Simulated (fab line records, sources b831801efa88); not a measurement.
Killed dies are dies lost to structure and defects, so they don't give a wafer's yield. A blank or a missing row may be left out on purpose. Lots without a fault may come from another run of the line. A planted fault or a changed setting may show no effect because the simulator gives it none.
Which tool did it? | flow gf180mcu | 11 lots, 33 wafers sampled, at 2 steps of a route of 602

WHAT THE GAUGES READ, wafer by wafer
GF_STI_THK_MEAS_02. Usual: STI_OXIDATION_THK 9.97 nm, standard deviation 0.2.
lot  | measured    | on            | STI_OXIDATION_THK (nm) | flag
L853 | day 1 13:31 | film_metro-04 | 9.95 10.03 9.77        |
L855 | day 1 21:53 | film_metro-04 | 10.13 10.11 10.04      |
L857 | day 2 07:31 | film_metro-02 | 9.57 9.69 9.63         |
L860 | day 2 22:31 | film_metro-02 | 9.92 10.06 9.76        |
L864 | day 3 19:13 | film_metro-04 | 10.26 10.28 10.29      |
L865 | day 4 00:00 | film_metro-01 | 9.87 9.81 9.98         |
L866 | day 4 04:31 | film_metro-02 | 6.95 7.12 6.79         | OFF
L867 | day 4 09:49 | film_metro-04 | 9.76 9.84 9.89         |
L868 | day 4 15:47 | film_metro-04 | 6.49 6.79 6.57         | OFF
L870 | day 5 00:56 | film_metro-02 | 9.72 9.56 9.68         |
L876 | day 6 06:54 | film_metro-02 | 9.95 10.01 10.07       |

WHICH TOOL RAN EACH LOT (tool, then ch and the chambers of the sampled wafers, then the start)
lot  | GF_STI_OXIDATION_01
L853 | furnace-02 ch 0, day 1 12:07
L855 | furnace-02 ch 0, day 1 20:29
L857 | furnace-01 ch 0, day 2 06:07
L860 | furnace-01 ch 0, day 2 21:07
L864 | furnace-01 ch 0, day 3 17:49
L865 | furnace-01 ch 0, day 3 22:35
L866 | furnace-01 ch 0, day 4 03:07
L867 | furnace-02 ch 0, day 4 08:23
L868 | furnace-01 ch 0, day 4 14:23
L870 | furnace-02 ch 0, day 4 23:32
L876 | furnace-02 ch 0, day 6 05:29
- GF_STI_OXIDATION_01: stabilise 600 s, purge 300 s, target thk 10 nm.

WHAT THE TOOLS THEMSELVES READ (means of the sampled wafers that have a number; where no wafer has one, the mark that the record gives instead)
GF_STI_OXIDATION_01. Usual: spike_tc_bottom_C 915 C, standard deviation 5.4; spike_tc_centre_C 900.6 C, standard deviation 0.97; spike_tc_lower_C 899.9 C, standard deviation 1; spike_tc_top_C 914.2 C, standard deviation 1.7; spike_tc_upper_C 900.6 C, standard deviation 1.1; tube_center_temp_C 900.01 C, standard deviation 0.081; tube_center_temp_C_max 902.3, standard deviation 0.35; zone_power_lower_pct 18.4 %, standard deviation 1.7; zone_power_top_pct 32.6 %, standard deviation 0.45; zone_power_upper_pct 16.91 %, standard deviation 0.24.
lot  | tool       | spike_tc_bottom_C (C) | spike_tc_centre_C (C) | spike_tc_lower_C (C) | spike_tc_top_C (C) | spike_tc_upper_C (C) | tube_center_temp_C (C) | tube_center_temp_C_max | zone_power_lower_pct (%) | zone_power_top_pct (%) | zone_power_upper_pct (%) | flag
L853 | furnace-02 | 911                   | 900.3                 | 898.7                | 915.8              | 901.1                | 900.08                 | 902.4                  | 16.7                     | 32.2                   | 17.11                    |
L855 | furnace-02 | 911                   | 900.0                 | 899.3                | 915.3              | 901.2                | 899.92                 | 902.1                  | 16.6                     | 32.4                   | 16.97                    |
L857 | furnace-01 | 920                   | 900.5                 | 900.0                | 913.2              | 899.7                | 900.01                 | 902.1                  | 19.9                     | 33.1                   | 16.73                    |
L860 | furnace-01 | 921                   | 900.6                 | 900.3                | 912.9              | 899.8                | 900.07                 | 902.6                  | 20.0                     | 32.8                   | 16.72                    |
L864 | furnace-01 | 921                   | 900.8                 | 900.0                | 912.5              | 900.6                | 900.03                 | 902.4                  | 20.1                     | 33.2                   | 16.63                    |
L865 | furnace-01 | 921                   | 901.2                 | 899.8                | 912.3              | 900.3                | 900.03                 | 902.1                  | 20.1                     | 32.6                   | 17.08                    |
L866 | furnace-01 | 888                   | 867.2                 | 867.5                | 880.3              | 867.8                | 867.13                 | 869.6                  | 18.4                     | 31.0                   | 15.25                    | OFF
L867 | furnace-02 | 910                   | 900.7                 | 899.0                | 915.4              | 900.3                | 900.07                 | 902.5                  | 16.7                     | 32.2                   | 16.99                    |
L868 | furnace-01 | 889                   | 868.3                 | 867.2                | 881.8              | 866.6                | 867.06                 | 869.4                  | 18.4                     | 31.0                   | 15.60                    | OFF
L870 | furnace-02 | 909                   | 900.5                 | 899.5                | 915.9              | 899.4                | 900.05                 | 902.4                  | 16.9                     | 32.3                   | 17.01                    |
L876 | furnace-02 | 910                   | 901.2                 | 900.3                | 915.0              | 901.6                | 900.05                 | 902.3                  | 16.8                     | 32.0                   | 17.11                    |

THE ANSWER, worked out from the rows above alone
Rule: a lot is off if the mean of its wafers that have a number lies more than 3 standard deviations from the usual mean. A lot without any number at a reading at which 4 lots or more have one is off too. The other lots that the step has rows for count as sound. The gauges are gone through in route order, then the tools' own readings, and for those a lot's mean is taken as printed above. The first step at which some lot is off is used, and at that step the reading that is off furthest; a lot without a number counts as furthest.
Off: L866, L868, at GF_STI_THK_MEAS_02 (STI_OXIDATION_THK).
A tool fits if, at a process step before that reading, it ran every lot that is off, and no sound lot after the first of them. The gauges at GF_STI_THK_MEAS_02 aren't tried: what is off there is off at GF_STI_OXIDATION_01 too, on other tools, and a gauge's error can't cause that. One fits: furnace-01 at GF_STI_OXIDATION_01. Its last sound lot is L865 (day 3 22:35), its first lot that is off L866 (day 4 03:07): a fault that began between those two fits.
The tool's own readings at GF_STI_OXIDATION_01 bear it out: on the lots that are off they differ by more than 5 times the standard deviation of the sound lots' means. spike_tc_centre_C reads 867.8 C there against 900.6 C on the sound lots; spike_tc_lower_C reads 867.4 C there against 899.7 C on the sound lots; spike_tc_top_C reads 881.0 C there against 914.3 C on the sound lots; spike_tc_upper_C reads 867.2 C there against 900.4 C on the sound lots; tube_center_temp_C reads 867.10 C there against 900.03 C on the sound lots; tube_center_temp_C_max reads 869.5 there against 902.3 on the sound lots; zone_power_upper_pct reads 15.43 % there against 16.93 % on the sound lots.

WHAT THE SIMULATOR HAD PUT IN
Process parameter drift: furnace-01, from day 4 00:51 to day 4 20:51, at GF_STI_OXIDATION_01. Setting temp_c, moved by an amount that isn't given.
Lots struck among those shown: L866, L868. The rule above found the same.
